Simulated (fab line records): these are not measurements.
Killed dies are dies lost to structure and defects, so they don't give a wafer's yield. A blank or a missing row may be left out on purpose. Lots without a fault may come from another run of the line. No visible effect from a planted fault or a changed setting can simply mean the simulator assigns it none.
Chamber matching    flow gf180mcu    cmp-01 running GF_V4_CMP_26: 4 sister chambers
The step polishes, stops on SiO2, t overpolish 15 s, target thk 0 nm. 4 wafers are shown with their chamber, then 7 later ones without.

EACH WAFER AND ITS CHAMBER
wafer   chamber  motor_current_A (A)
L463.5  2        9.5
L464.6  1        10.3
L467.4  0        10.4
L467.5  3        11.9

WAFERS WITH NO CHAMBER GIVEN
wafer   motor_current_A (A)
L467.6  10.1
L468.1  11.6
L468.2  10.1
L468.6  9.9
L470.2  10.3
L470.4  11.7
L470.6  9.9

WHICH CHAMBER EACH WENT THROUGH
wafer   from the rows above           in truth
L467.6  can't be placed: 1 or 0 or 2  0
L468.1  3                             3
L468.2  can't be placed: 1 or 0 or 2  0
L468.6  can't be placed: 1 or 2 or 0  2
L470.2  can't be placed: 1 or 0       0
L470.4  3                             3
L470.6  can't be placed: 1 or 2 or 0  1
2 of 7 placed correctly. Not placeable from these rows: 5 (in 5, the candidates include the true chamber). Wrongly placed: 0.
How it was worked out, from the rows above alone: a wafer's distance from a chamber is the root of the sum, over the readings, of the square of ((its reading less the chamber's mean) divided by the reading's scatter). If the next closest chamber is less than 2 further off than the closest, the wafer can't be placed; otherwise it belongs to the closest. A chamber's mean is the mean of its shown wafers. The scatter: with one shown wafer a chamber, the root of the mean of the squares of how far each hidden wafer lies from its nearest shown one.
